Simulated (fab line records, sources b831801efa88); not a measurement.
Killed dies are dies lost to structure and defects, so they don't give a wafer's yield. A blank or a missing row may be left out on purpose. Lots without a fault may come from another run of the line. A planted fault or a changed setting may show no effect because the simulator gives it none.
Tool commonality check | flow gf180mcu | 11 lots, 39 wafers sampled

WHY IT WAS OPENED
At GF_VT_IMPLANT_RS_MEAS_48 the reading LVPWELL_RS is flagged on 2 of 11 lots. Wafers without a fault read 1195 ohm/sq, standard deviation 3.1.
Rule: a lot is flagged when every wafer of it that has a number lies more than 4 standard deviations from that mean, or none has a number. The other lots count as sound.

lot  | measured     | on            | LVPWELL_RS (ohm/sq), wafer by wafer | flag
L902 | day 7 18:44  | film_metro-01 | 1202 1198 1194                      |
L903 | day 8 05:21  | film_metro-03 | 1195 1195 1194                      |
L906 | day 8 22:24  | film_metro-02 | 1187 1191 1191                      |
L909 | day 9 18:44  | film_metro-02 | 1196 1199 1199                      |
L911 | day 10 10:09 | film_metro-03 | 1189 1189 1193                      |
L913 | day 10 21:03 | film_metro-01 | 1194 1191 1190                      |
L914 | day 11 05:20 | film_metro-01 | 1197 1198 1198                      |
L919 | day 12 14:46 | film_metro-01 | 1174 1179 1174 1175 1178 1173       | FLAGGED
L920 | day 12 21:22 | film_metro-01 | 1197 1196 1197                      |
L923 | day 13 22:04 | film_metro-02 | 1179 1175 1177 1178 1177 1178       | FLAGGED
L924 | day 13 23:17 | film_metro-01 | 1193 1189 1192                      |
The numbers of the flagged lots are 1176 ohm/sq on average: -19 ohm/sq against the usual, or -6 standard deviations.

WHICH TOOL RAN EACH LOT
The record holds 1 process step before the reading, out of a route of 602 steps. In each cell: the tool, then ch and the chambers that the sampled wafers went through, then the start.
lot  | flag    | GF_LVPWELL_IMPLANT_09
L902 |         | implanter-02 ch 0, day 4 02:35
L903 |         | implanter-01 ch 0, day 4 09:37
L906 |         | implanter-02 ch 0, day 5 00:13
L909 |         | implanter-02 ch 0, day 5 18:05
L911 |         | implanter-04 ch 0, day 6 05:50
L913 |         | implanter-01 ch 0, day 6 15:22
L914 |         | implanter-02 ch 0, day 6 22:30
L919 | FLAGGED | implanter-02 ch 0, day 8 02:26
L920 |         | implanter-04 ch 0, day 8 08:35
L923 | FLAGGED | implanter-02 ch 0, day 9 03:08
L924 |         | implanter-01 ch 0, day 9 05:05
What these steps do:
- GF_LVPWELL_IMPLANT_09
- GF_VT_IMPLANT_RS_MEAS_48: measures by four-point-probe.

FLAGGED OVER TOTAL, TOOL BY TOOL (the gauges that took the reading come last)
step                     | tool          | lots run | flagged | share of the flagged lots | sound lots run after its first flagged lot
GF_LVPWELL_IMPLANT_09    | implanter-01  | 3        | 0       | none                      | -
GF_LVPWELL_IMPLANT_09    | implanter-02  | 6        | 2       | all                       | 0
GF_LVPWELL_IMPLANT_09    | implanter-04  | 2        | 0       | none                      | -
GF_VT_IMPLANT_RS_MEAS_48 | film_metro-01 | 6        | 1       | some                      | 2 (L920,L924)
GF_VT_IMPLANT_RS_MEAS_48 | film_metro-02 | 3        | 1       | some                      | 0
GF_VT_IMPLANT_RS_MEAS_48 | film_metro-03 | 2        | 0       | none                      | -

WHAT THE TABLE ALLOWS
1 row of the table ran every flagged lot: implanter-02 at GF_LVPWELL_IMPLANT_09.
- implanter-02 at GF_LVPWELL_IMPLANT_09: 2 of its 6 lots flagged. Its last sound lot is L914 (day 6 22:30), its first flagged lot L919 (day 8 02:26): a fault that began between those two fits. Its own readings lie more than 4 standard deviations out on every wafer of the flagged lots: dose_ions_cm2.
One tool is left: implanter-02 at GF_LVPWELL_IMPLANT_09.

WHAT THE SIMULATOR HAD PUT IN
Process parameter drift: implanter-02, from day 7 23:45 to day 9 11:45, at GF_LVPWELL_IMPLANT_09. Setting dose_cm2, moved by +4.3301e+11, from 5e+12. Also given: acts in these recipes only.
Lots struck among those shown: L919, L923. The rule above found the same.
